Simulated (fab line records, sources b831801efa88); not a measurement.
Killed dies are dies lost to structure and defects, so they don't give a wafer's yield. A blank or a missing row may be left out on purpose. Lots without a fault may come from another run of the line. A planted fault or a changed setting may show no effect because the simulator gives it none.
Split-lot experiment | flow gf180mcu | 5 lots, 23 wafers read, on a route of 602 steps

THE SPLIT
At GF_V4_CVD_00 (deposits SiO2, target thk 600 nm, time 100 s), the setting sih4_flow_sccm was moved away from the recipe's 60 sccm on 11 of the 23 wafers read, by -5.2% to +13.4%. The other wafers ran this setting at the recipe's value.

The file shows no step between the split and the reading.

THE READING
V4_CVD_00_THK, in nm, at GF_V4_THK_MEAS_01. Fault-free wafers of this fab line usually give 600 nm, standard deviation 6.3 nm.

wafer  | tool, chamber at the split | sih4_flow_sccm as run, sccm | against the recipe | V4_CVD_00_THK, nm | against lot-mates on the recipe
L079.2 | hdpcvd-01, 2               | 56.86                       | -5.2%              | 562               | -34
L079.3 | hdpcvd-01, 0               | 56.86                       | -5.2%              | 561               | -34
L079.4 | hdpcvd-01, 1               | 56.86                       | -5.2%              | 563               | -32
L079.5 | hdpcvd-01, 0               | 60                          | recipe             | 596               | -
L079.6 | hdpcvd-01, 2               | 60                          | recipe             | 595               | -
L080.2 | hdpcvd-01, 0               | 60                          | recipe             | 602               | -
L080.5 | hdpcvd-01, 2               | 60                          | recipe             | 608               | -
L080.6 | hdpcvd-01, 1               | 60                          | recipe             | 603               | -
L081.1 | hdpcvd-01, 2               | 60                          | recipe             | 600               | -
L081.2 | hdpcvd-01, 0               | 64.46                       | +7.4%              | 639               | +39
L081.3 | hdpcvd-01, 1               | 64.46                       | +7.4%              | 638               | +38
L081.4 | hdpcvd-01, 1               | 60                          | recipe             | 600               | -
L081.5 | hdpcvd-01, 0               | 64.46                       | +7.4%              | 637               | +37
L082.1 | hdpcvd-02, 0               | 57.13                       | -4.8%              | 586               | -23
L082.2 | hdpcvd-02, 2               | 57.13                       | -4.8%              | 585               | -24
L082.3 | hdpcvd-02, 1               | 60                          | recipe             | 605               | -
L082.5 | hdpcvd-02, 2               | 60                          | recipe             | 613               | -
L082.6 | hdpcvd-02, 0               | 57.13                       | -4.8%              | 574               | -35
L084.1 | hdpcvd-01, 0               | 68.04                       | +13.4%             | 683               | +84
L084.2 | hdpcvd-01, 2               | 60                          | recipe             | 600               | -
L084.4 | hdpcvd-01, 1               | 68.04                       | +13.4%             | 684               | +85
L084.5 | hdpcvd-01, 2               | 60                          | recipe             | 601               | -
L084.6 | hdpcvd-01, 0               | 60                          | recipe             | 597               | -

THE FIT
A straight line over all 23 wafers: V4_CVD_00_THK changes by +5.81 nm for each +1% of sih4_flow_sccm; r = +0.98; the points scatter about the line by 6.8 nm.
The same after taking each lot's own level away (the mean of its wafers on the recipe; 23 wafers): +5.97 nm for each +1%; r = +0.99; scatter 3.9 nm.
On that fit, the largest move of sih4_flow_sccm shifts the reading by 80 nm.
The lots' own levels span 595.5 to 609.0 nm, that is 2.1 times the standard deviation above.
So the lot-to-lot level changes the slope little: the two slopes agree.
Check: with one of the wafers moved furthest among these (+13.4%) left out of the fit, the line predicts +77.7 nm for it against its lot-mates. It came out at +83.7 nm against them.

OTHER SPLITS ON THESE WAFERS
These wafers also went through other splits before the reading. Each is held against what the fit with the lots' levels taken away leaves over:
other split on the same wafers  | wafers away from the commonest value | r with V4_CVD_00_THK (lot level and that fit taken away)
GF_V3_CMP_04 leave_above_ref_nm | 10                                   | -0.19
GF_V3_PEB_12 peb_temp_c         | 9                                    | -0.18
GF_V3_CVD_23 temp_c             | 4                                    | -0.09
GF_M4_SPUTTER_02 time_s         | 5                                    | -0.29
GF_M4_COAT_09 resist_thk_nm     | 6                                    | -0.15

THE WHOLE CHAIN: every reading that the file lists as answering this split, in the file's order
step              | what it does                                 | reading                                                                   | change (the file's fit)              | r (the file's)
GF_V4_CVD_00      | deposits SiO2, target thk 600 nm, time 100 s | SiO2_of_V4_CVD_00.thk_nm (the simulator's own value, which no gauge read) | +5.99 nm for each +1% of the setting | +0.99
GF_V4_THK_MEAS_01 |                                              | V4_CVD_00_THK                                                             | +6.03 for each +1% of the setting    | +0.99

THE FILE'S OWN FIT
V4_CVD_00_THK changes by +6.03 nm for each +1% of sih4_flow_sccm, r = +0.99.
